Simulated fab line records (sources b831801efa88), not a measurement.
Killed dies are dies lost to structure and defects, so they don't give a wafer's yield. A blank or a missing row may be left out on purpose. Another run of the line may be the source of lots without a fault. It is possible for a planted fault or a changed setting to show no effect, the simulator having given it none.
Which of the tools did it? -- flow sky130 -- Sampling: 6 lots, 17 wafers, 3 of 708 route steps

## WHAT EACH GAUGE READ, for each wafer
SKY_LDD_HVN_TW_MEAS_10.
lot,measured,on,LDD_HVN_TW
L120,day 22 05:59,filmMetro-02,1462 1459 1454
L123,day 23 00:38,filmMetro-02,1461 1464
L130,day 25 22:28,filmMetro-02,1101 1096 1098
L132,day 26 10:42,filmMetro-01,1084 1081 1089
L134,day 26 21:29,filmMetro-02,1464 1469 1465
L137,day 28 01:20,filmMetro-01,1439 1436 1447

## TOOL THAT RAN EACH LOT (tool first, then ch and the chambers of the sampled wafers, then the start)
lot,SKY_POLY_GATE_ETCH_15,SKY_LDD_HVN_IMPLANT_08
L120,"rieDiel-02 ch 0,1, day 18 04:48","implanter-04 ch 0, day 22 05:46"
L123,"rieDiel-04 ch 1,3, day 18 23:43","implanter-01 ch 0, day 23 00:23"
L130,"rieDiel-02 ch 1,2,3, day 22 02:19","implanter-01 ch 0, day 25 22:13"
L132,"rieDiel-02 ch 1,2,3, day 22 15:08","implanter-01 ch 0, day 26 10:29"
L134,"rieDiel-02 ch 0,2,3, day 23 01:26","implanter-04 ch 0, day 26 21:16"
L137,"rieDiel-02 ch 2,3, day 24 06:39","implanter-02 ch 0, day 28 01:07"
- SKY_POLY_GATE_ETCH_15: etches BARC in N2/H2, stops on SiO2, time 118.5 s, target depth 110 nm.
- SKY_LDD_HVN_IMPLANT_08

## THE ANSWER, worked out from the rows above alone
Rule: what is usual is taken from the lots themselves. The widest of any qualifying gaps counts: lots, ordered by their means at a reading, are off when they make up no more than a third of the lots, leave a main group of 4 or more, and stand apart from it by 3 or more times the standard deviation of that group's means. A main group is skipped when, at the precision printed for the reading in the tables above, its means are all equal. A lot without any number at a reading at which 4 lots or more have one is off too. Where the step has rows for the other lots, those lots are counted as sound.
Off: L130, L132, at SKY_LDD_HVN_TW_MEAS_10 (LDD_HVN_TW). Mean 1457 and standard deviation 9.7 in the main group.
If a tool, at a process step before that reading, ran all the lots that are off and no sound lot after the first of them, it fits. The gauges at SKY_LDD_HVN_TW_MEAS_10 are tried like those tools. One fits: implanter-01 at SKY_LDD_HVN_IMPLANT_08. Its last sound lot is L123 (day 23 00:23), its first lot that is off L130 (day 25 22:13): a fault that began between those two fits.

## WHAT THE SIMULATOR PUT IN
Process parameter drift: implanter-01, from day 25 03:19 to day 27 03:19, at SKY_LDD_HVN_IMPLANT_08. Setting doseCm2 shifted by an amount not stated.
Lots struck among those shown: L130, L132. The rule above reached the same finding.
